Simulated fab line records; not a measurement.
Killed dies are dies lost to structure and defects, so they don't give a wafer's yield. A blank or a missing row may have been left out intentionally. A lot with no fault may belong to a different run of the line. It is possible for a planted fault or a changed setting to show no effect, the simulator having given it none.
Struck lot and sound lot, side by side | flow sky130 | 36 steps out of a route of 708
Sound: these wafers, L396.1, L396.2, L396.5. Struck: wafer L384.5. (L384.2, L384.6 of the same lot were not struck and are left out.) The cause comes at the end.
Per side, at each step with rows, come the tool, then ch with its chambers, and then its first start. Under that, the readings that differ: sound wafers | struck wafers | difference of the means | sigmas: that difference in standard deviations of wafers without a fault.
alike: words and numbers the same on both sides, and readings whose means are apart by under 2 such deviations; not compared: readings that were withheld, readings missing a value for some wafer, numbers with overlapping values and no deviation given by the record, and bounds like >300 which may hide the same value.
The two part at a step that has a row with sigmas, a row that says differs or no value, or rows on one side only. Numbers that have no deviation but don't overlap get no sigmas and don't part them. Lack of a reading on every wafer of one side parts them only where that side has two or more wafers.

first, 10 steps without rows for these wafers: SKY_POLY_CUT_ETCH_10 (etches BARC in N2/H2, stops on SiO2, time 45.9 s, target depth 60 nm); SKY_POLY_CUT_ETCH_11 (etches Si3N4 in CF4/CH2F2/Ar, stops on poly-Si, time 42.5 s, target depth 60 nm); SKY_POLY_CUT_STRIP_12 (strips in O2/N2); SKY_SD_P_DEHYDRATE_00 (time 60 s); SKY_SD_P_HMDS_01 (prime time 60 s); SKY_SD_P_COAT_02 (resist thk 1140 nm); SKY_SD_P_SOFTBAKE_03 (time 60 s); SKY_SD_P_EXPOSE_04 (exposes mask PSDM, target cd 380 nm); SKY_SD_P_PEB_05; SKY_SD_P_DEVELOP_06 (develop time 60 s).
SKY_SD_P_IMPLANT_09:
  sound on implanter-02 ch 0, day 31 04:15; struck on implanter-02 ch 0, day 27 06:32
SKY_SD_P_STRIP_10: strips in O2/N2.
  sound on plasma-asher-03 ch 0,1, day 31 04:24; struck on plasma-asher-01 ch 1, day 27 06:40
  reading                      | sound             | struck | difference | sigmas
  strip-time-to-endpoint-s (s) | 17.51 17.48 17.53 | 16.79  | -0.72      | -17
  alike: drypump-motor-current-A, oes-product-au
  not compared: rf-hours-counter-h
SKY_SD_P_TW_MEAS_11:
  sound on film-metro-02, day 31 04:30; struck on film-metro-02, day 27 06:46
  reading | sound          | struck | difference | sigmas
  SD_P_TW | 2784 2775 2792 | 2600   | -184       | -6
then, 21 steps without rows for these wafers: SKY_RES_XHIGH_DEHYDRATE_00 (time 60 s); SKY_RES_XHIGH_HMDS_01 (prime time 60 s); SKY_RES_XHIGH_COAT_02 (resist thk 1140 nm); SKY_RES_XHIGH_SOFTBAKE_03 (time 60 s); SKY_RES_XHIGH_EXPOSE_04 (exposes mask URPM, target cd 1270 nm); SKY_RES_XHIGH_PEB_05; SKY_RES_XHIGH_DEVELOP_06 (develop time 60 s); SKY_RES_XHIGH_IMPLANT_07; SKY_RES_XHIGH_STRIP_08 (strips in O2/N2); SKY_SD_N_DEHYDRATE_00 (time 60 s); SKY_SD_N_HMDS_01 (prime time 60 s); SKY_SD_N_COAT_02 (resist thk 1140 nm); SKY_SD_N_SOFTBAKE_03 (time 60 s); SKY_SD_N_EXPOSE_04 (exposes mask NSDM, target cd 380 nm); SKY_SD_N_PEB_05; SKY_SD_N_DEVELOP_06 (develop time 60 s); SKY_SD_N_IMPLANT_09; SKY_SD_N_IMPLANT_10; SKY_SD_N_STRIP_11 (strips in O2/N2); SKY_SD_N_CLEAN_13 (cleans in SC1/SC2, time 150 s); SKY_SD_N_RTA_14 (time 2 s).
-- the record jumps here: 2 days lie between the struck wafers' starts before and after --
SKY_SD_N_RS_MEAS_17: measures by four-point-probe.
  sound on film-metro-02, day 33 11:05; struck on film-metro-03, day 29 16:29
  reading          | sound             | struck | difference | sigmas
  SD_P_RS (ohm/sq) | 146.4 146.6 146.8 | 153.1  | +6.5       | +22
-- here the record skips 17 days between the struck wafers' starts before and after, leaving off in module SD_N and picking up in module PAD_OPEN (first step shown: number 708 of the route) --
SKY_PAD_OPEN_PROBE_99:
  sound on prober-01, day 49 15:19; struck on prober-01, day 47 00:55
  reading                                 | sound             | struck | difference | sigmas
  killed-short                            | 43 37 36          | 26     | -13        | -2
  model.etest.licon-high-po.rc-ohm        | 340.9 351.1 356.4 | 1060   | +711       |
  model.etest.res-high-po.line-ohm-um     | 746.7 760 742.2   | 1219   | +469       |
  model.etest.res-pdiff.line-ohm-um       | 1345 1338 1343    | 1589   | +247       |
  model.etest.pfet_01v8.r-on-ohm-um       | 2894 2868 2894    | 3167   | +282       |
  model.etest.res-high-po.rs-ohm-sq-range | 8.784 6.847 8.129 | 195.8  | +187.9     |
  model.etest.pfet-g5v0d10v5.r-on-ohm-um  | 4854 4785 4826    | 4938   | +116       |
  model.etest.res-high-po.rs-ohm-sq       | 262.6 267.2 264.3 | 431.7  | +167.0     |
  model.etest.licon-pdiff.rc-ohm          | 602 585.8 583.8   | 763.6  | +173.1     |
  alike: killed_at_M0_to_M3, killed_at_M4_up, killed-at-contacts, killed-at-front-end, killed-at-other, killed-dies, killed-open

## WHERE THEY PART
At SKY_SD_P_STRIP_10 first; at SKY_PAD_OPEN_PROBE_99 last (within this record only).

WHY: what the simulator had put in
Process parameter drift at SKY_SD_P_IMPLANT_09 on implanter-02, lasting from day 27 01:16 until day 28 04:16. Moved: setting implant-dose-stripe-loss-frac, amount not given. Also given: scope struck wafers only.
